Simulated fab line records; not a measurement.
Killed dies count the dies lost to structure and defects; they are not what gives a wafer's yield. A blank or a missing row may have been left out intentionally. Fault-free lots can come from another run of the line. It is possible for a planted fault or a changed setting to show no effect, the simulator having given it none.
Which tool is to blame? -- flow sky130 -- Sampling: 12 lots, 35 wafers, 2 of 708 route steps

## WHAT THE GAUGES READ, wafer by wafer
SKY_VIA4_OVL_MEAS_11.
lot,measured,on,VIA4_OVL (nm)
L199,day 42 19:56,overlay-02,-3.3 1.7 -0.6
L202,day 43 20:25,overlay-02,-1.4 0.2 -0.5
L203,day 43 23:17,overlay-02,-0.6 -0.3 -1.4
L205,day 44 15:26,overlay-02,-1.7 0.7 0.0
L206,day 44 21:07,overlay-01,-2.0 -1.0 -1.8
L207,day 44 23:43,overlay-02,2.3 0.4
L209,day 45 14:49,overlay-02,-0.5 -0.7 -3.0
L213,day 46 22:54,overlay-02,-1.5 -3.9 -2.2
L219,day 48 04:58,overlay-02,-1.2 -1.2 -0.1
L220,day 48 07:36,overlay-02,-2.8 -1.8 0.0
L221,day 48 12:16,overlay-02,-1.4 -0.1 1.3
L222,day 48 16:07,overlay-01,-1.8 -1.3 -2.0

## WHICH TOOL RAN EACH LOT (tool, then ch and the chambers of the sampled wafers, then the start)
lot,SKY_METAL3_SPUTTER_02
L199,"pvd-sputter-01, day 36 09:05"
L202,"pvd-sputter-01, day 37 10:54"
L203,"pvd-sputter-02, day 37 15:07"
L205,"pvd-sputter-01, day 38 10:30"
L206,"pvd-sputter-02, day 38 15:47"
L207,"pvd-sputter-01, day 38 20:35"
L209,"pvd-sputter-01, day 39 12:21"
L213,"pvd-sputter-02, day 41 01:47"
L219,"pvd-sputter-03, day 42 14:28"
L220,"pvd-sputter-01, day 42 17:14"
L221,"pvd-sputter-02, day 42 23:23"
L222,"pvd-sputter-01, day 43 03:40"
- SKY_METAL3_SPUTTER_02: material AlCu, target thk 735 nm, time 39.1 s.

## WHAT THE TOOLS THEMSELVES READ (means of the sampled wafers that have a number; where no wafer has one, the mark that the record gives instead)
SKY_METAL3_SPUTTER_02.
lot,tool,cathode-dc-power-W (W),throttle-valve-pct (%)
L199,pvd-sputter-01,10602,29.7
L202,pvd-sputter-01,10600,29.9
L203,pvd-sputter-02,10600,28.7
L205,pvd-sputter-01,10598,29.2
L206,pvd-sputter-02,10601,29.5
L207,pvd-sputter-01,10598,29.2
L209,pvd-sputter-01,10599,29.4
L213,pvd-sputter-02,10601,29.5
L219,pvd-sputter-03,10600,30.3
L220,pvd-sputter-01,10600,28.7
L221,pvd-sputter-02,10601,30.4
L222,pvd-sputter-01,10601,29.9

## THE ANSWER, worked out from the rows above alone
Rule: usual is defined by the lots themselves. The widest of any qualifying gaps counts: lots, ordered by their means at a reading, are off when they make up no more than a third of the lots, leave a main group of 4 or more, and stand apart from it by 3 or more times the standard deviation of that group's means. The tables above print the reading to a certain number of digits; a main group whose means all agree to those digits is not used. A lot without any number at a reading at which 4 lots or more have one is off too. All remaining lots with rows at the step are treated as sound. Order of review: gauges by route order, followed by the tools' own readings, for which a lot's mean as printed above is used. At the first step where some lot is off, the reading lying furthest off is the one used; lots without a number count as furthest.
No lot is off at any reading shown: from this, nothing can be told.

## WHAT THE SIMULATOR PUT IN
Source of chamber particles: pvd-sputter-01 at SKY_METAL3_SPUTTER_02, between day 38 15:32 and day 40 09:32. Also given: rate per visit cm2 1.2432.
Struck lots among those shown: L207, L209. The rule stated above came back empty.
